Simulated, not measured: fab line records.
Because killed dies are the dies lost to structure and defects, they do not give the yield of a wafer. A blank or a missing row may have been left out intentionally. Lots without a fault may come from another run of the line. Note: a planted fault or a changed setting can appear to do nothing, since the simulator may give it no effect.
fab line records | flow sky130
record: lots: 14 | wafers: 42 | last-day: 50
route steps=708 shown LDD_LDN@297
lots with no fault: from the same line, run without faults
start-h: hours from the record's opening day to when the first of the lot's shown wafers began | wait-h: time in hours since the lot's previous step | " unchanged from the row above | L1.1+2: a single row standing in for several wafers | - either no value or no given start | * or withheld: withheld | < > ~ a bound
route shown NAME@n: NAME is a module with steps in the file, n the number in the route of the first one | usual: average and standard deviation across the fault-free wafers | same: alike in all rows | chamber/n: place in a boat | sites: readings site by site | _std_site: how widely they spread, as a standard deviation | _edge_site: inner sites' mean taken away from outer sites' mean | radius-mm: for every site, how far away it sits from the centre of the wafer | mask NAME#n: copy n | behind: the last tool/chamber to shape the wafer | hold: cause of the lot's hold/its duration in hours/its outcome | device: whichever transistor did not switch (one of n, p or np) | end of line: the route-end tests of the same wafers | a step given without rows: its recipe and nothing more | killed: dies lost to structure and defects at the first sort, not the wafer's yield | map: a wafer's dies, marking killed ones x, the rest . and places with no die _
set.NAME: the setting the step ran with; set.NAME@STEP: the setting that earlier step ran with | model.NAME: the simulator's own value behind a step, which no gauge read
route steps across a sampled set of lots; one table per step, one row per wafer
services: a tool's chamber out of use, with start hour (start-h, from the record's first day; less than 0 if before it), hours out, and reason
== steps ==
step: SKY_LDD_LDN_IMPLANT_08
recipe: species: As | energy-kev: 15 | dose-cm2: 1.25e+13 | tilt-deg: withheld | rotation-deg: 23
usual: beam-on-s: 10.01/0.21 | dose-ions-cm2: 1.2499e+13/1.4e+10 | faraday-current-uA: 70.5/1.4
lot.wafer | tool         | chamber | start-h | wait-h | beam-on-s | dose-ions-cm2 | faraday-current-uA
L239.3    | implanter-03 | 0       | 527.73  | 0.1    | 10.05     | 1.2503e+13    | 69.7
L239.5    | "            | 0       | "       | "      | 9.89      | 1.2509e+13    | 71.4
L239.6    | "            | 0       | "       | "      | 10.13     | 1.2493e+13    | 69.7
L240.1    | implanter-04 | 0       | 546.63  | 0.0    | 10.02     | 1.2495e+13    | 70.4
L240.2    | "            | 0       | "       | "      | 10.06     | 1.2503e+13    | 70.0
L240.4    | "            | 0       | "       | "      | 10.14     | 1.2509e+13    | 69.3
L241.1    | implanter-04 | 0       | 563.18  | 0.0    | 9.85      | 1.2483e+13    | 71.5
L241.2    | "            | 0       | "       | "      | 10.17     | 1.2519e+13    | 69.1
L241.5    | "            | 0       | "       | "      | 10.23     | 1.2459e+13    | 69.1
L243.2    | implanter-04 | 0       | 571.26  | 0.0    | 10.27     | 1.25e+13      | 69.3
L243.3    | "            | 0       | "       | "      | 9.81      | 1.2511e+13    | 71.9
L243.5    | "            | 0       | "       | "      | 9.96      | 1.2504e+13    | 70.8
L246.3    | implanter-03 | 0       | 586.83  | 0.1    | 9.84      | 1.2512e+13    | 71.6
L246.4    | "            | 0       | "       | "      | 10.27     | 1.25e+13      | 68.5
L246.6    | "            | 0       | "       | "      | 10.16     | 1.2492e+13    | 69.2
L245.2    | implanter-03 | 0       | 587.41  | 0.3    | 9.93      | 1.2487e+13    | 70.6
L245.3    | "            | 0       | "       | "      | 10.01     | 1.2498e+13    | 70.5
L245.5    | "            | 0       | "       | "      | 9.79      | 1.2491e+13    | 72.1
L247.4    | implanter-03 | 0       | 599.91  | 0.1    | 10.37     | 1.25e+13      | 68.1
L247.5    | "            | 0       | "       | "      | 9.92      | 1.2497e+13    | 70.9
L247.6    | "            | 0       | "       | "      | 9.89      | 1.2501e+13    | 71.0
L250.3    | implanter-03 | 0       | 656.58  | 0.1    | 9.79      | 1.2503e+13    | 72.1
L250.4    | "            | 0       | "       | "      | 9.71      | 1.2524e+13    | 72.6
L250.5    | "            | 0       | "       | "      | 9.80      | 1.2519e+13    | 71.5
L252.1    | implanter-04 | 0       | 657.13  | 0.0    | 9.82      | 1.9169e+13    | 110.8
L252.2    | "            | 0       | "       | "      | 10.03     | 1.9189e+13    | 108.0
L252.3    | "            | 0       | "       | "      | 9.88      | 1.9179e+13    | 109.3
L253.1    | implanter-01 | 0       | 658.13  | 0.0    | 9.89      | 1.2528e+13    | 71.4
L253.3    | "            | 0       | "       | "      | 10.04     | 1.2519e+13    | 69.9
L253.4    | "            | 0       | "       | "      | 9.82      | 1.2514e+13    | 71.7
L255.1    | implanter-04 | 0       | 664.08  | 0.0    | 9.95      | 1.919e+13     | 108.7
L255.3    | "            | 0       | "       | "      | 10.00     | 1.9181e+13    | 108.4
L255.5    | "            | 0       | "       | "      | 9.98      | 1.9168e+13    | 108.3
L260.1    | implanter-03 | 0       | 701.33  | 0.0    | 10.02     | 1.2512e+13    | 70.3
L260.4    | "            | 0       | "       | "      | 10.05     | 1.2492e+13    | 70.1
L260.6    | "            | 0       | "       | "      | 10.25     | 1.2491e+13    | 69.0
L259.1    | implanter-03 | 0       | 702.73  | 0.0    | 9.97      | 1.2494e+13    | 70.8
L259.2    | "            | 0       | "       | "      | 9.98      | 1.2498e+13    | 70.8
L259.5    | "            | 0       | "       | "      | 9.94      | 1.251e+13     | 70.9
L262.4    | implanter-01 | 0       | 719.60  | 0.1    | 9.87      | 1.2478e+13    | 71.2
L262.5    | "            | 0       | "       | "      | 10.10     | 1.2509e+13    | 69.7
L262.6    | "            | 0       | "       | "      | 9.71      | 1.2497e+13    | 72.4
step: SKY_LDD_LDN_TW_MEAS_13
usual: LDD_LDN_TW: 1465/7.5
lot.wafer | tool          | chamber | start-h | wait-h | LDD_LDN_TW
L239.3    | film-metro-02 | -       | 528.40  | 0.1    | 1465
L239.5    | "             | -       | "       | "      | 1460
L239.6    | "             | -       | "       | "      | 1472
L240.1    | film-metro-01 | -       | 547.33  | 0.1    | 1456
L240.2    | "             | -       | "       | "      | 1461
L240.4    | "             | -       | "       | "      | 1462
L241.1    | film-metro-03 | -       | 563.88  | 0.1    | 1468
L241.2    | "             | -       | "       | "      | 1467
L241.5    | "             | -       | "       | "      | 1478
L243.2    | film-metro-03 | -       | 571.94  | 0.1    | 1459
L243.3    | "             | -       | "       | "      | 1468
L243.5    | "             | -       | "       | "      | 1470
L246.3    | film-metro-02 | -       | 587.50  | 0.1    | 1465
L246.4    | "             | -       | "       | "      | 1465
L246.6    | "             | -       | "       | "      | 1467
L245.2    | film-metro-02 | -       | 588.09  | 0.1    | 1463
L245.3    | "             | -       | "       | "      | 1473
L245.5    | "             | -       | "       | "      | 1469
L247.4    | film-metro-03 | -       | 600.56  | 0.1    | 1454
L247.5    | "             | -       | "       | "      | 1463
L247.6    | "             | -       | "       | "      | 1462
L250.3    | film-metro-02 | -       | 657.25  | 0.1    | 1468
L250.4    | "             | -       | "       | "      | 1466
L250.5    | "             | -       | "       | "      | 1460
L252.1    | film-metro-01 | -       | 657.83  | 0.1    | 1533
L252.2    | "             | -       | "       | "      | 1521
L252.3    | "             | -       | "       | "      | 1525
L253.1    | film-metro-01 | -       | 658.83  | 0.1    | 1471
L253.3    | "             | -       | "       | "      | 1462
L253.4    | "             | -       | "       | "      | 1467
L255.1    | film-metro-01 | -       | 664.78  | 0.1    | 1523
L255.3    | "             | -       | "       | "      | 1523
L255.5    | "             | -       | "       | "      | 1527
L260.1    | film-metro-03 | -       | 702.03  | 0.1    | 1481
L260.4    | "             | -       | "       | "      | 1477
L260.6    | "             | -       | "       | "      | 1480
L259.1    | film-metro-03 | -       | 703.43  | 0.1    | 1481
L259.2    | "             | -       | "       | "      | 1484
L259.5    | "             | -       | "       | "      | 1473
L262.4    | film-metro-03 | -       | 720.26  | 0.1    | 1461
L262.5    | "             | -       | "       | "      | 1468
L262.6    | "             | -       | "       | "      | 1459
== services ==
tool         | chamber | start-h | hours | kind
implanter-01 | -       | 503.76  | 3.5   | pm
implanter-01 | -       | 552.59  | 1.8   | repair
implanter-01 | -       | 558.82  | 4.0   | repair
implanter-04 | -       | 564.01  | 3.3   | repair
implanter-01 | -       | 581.63  | 4.5   | repair
implanter-04 | -       | 586.96  | 0.8   | repair
implanter-04 | -       | 638.36  | 4.5   | pm
implanter-03 | -       | 643.36  | 3.8   | pm
implanter-04 | -       | 643.65  | 7.7   | repair
implanter-03 | -       | 658.52  | 13.7  | repair
implanter-01 | -       | 686.35  | 1.7   | repair
implanter-01 | -       | 695.67  | 2.6   | pm
== key ==
first-sign: step: SKY_LDD_LDN_IMPLANT_08 | reading: dose-ions-cm2 | direction: up | sigmas: 99+ | usual: * | struck: *
effect: step: SKY_LDD_LDN_IMPLANT_08 | reading: faraday-current-uA | direction: up | sigmas: 27 | usual: 70.5 | struck: 108.9
effect: step: SKY_LDD_LDN_TW_MEAS_13 | reading: LDD_LDN_TW | direction: up | sigmas: 8.1 | usual: 1465 | struck: 1525
met-at SKY_LDD_LDN_IMPLANT_08
struck-lots L252,L255
tester-left-out L252,L255
onset-between 571.26 657.13
fault: kind: process-parameter-drift | tool: implanter-04 | chamber: - | onset-h: 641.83 | steps: SKY_LDD_LDN_IMPLANT_08 | channel: dose-cm2 | offset: * | shape: step | end-h: 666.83 | acts-in: * | stated: *
tester-left-out: of these lots the tester's yield and bins aren't shown, on N5 and GAA mostly nor the transistor test; their killed dies are dies lost to structure and defects alone, not to doping, threshold or leakage, so they don't give the yield
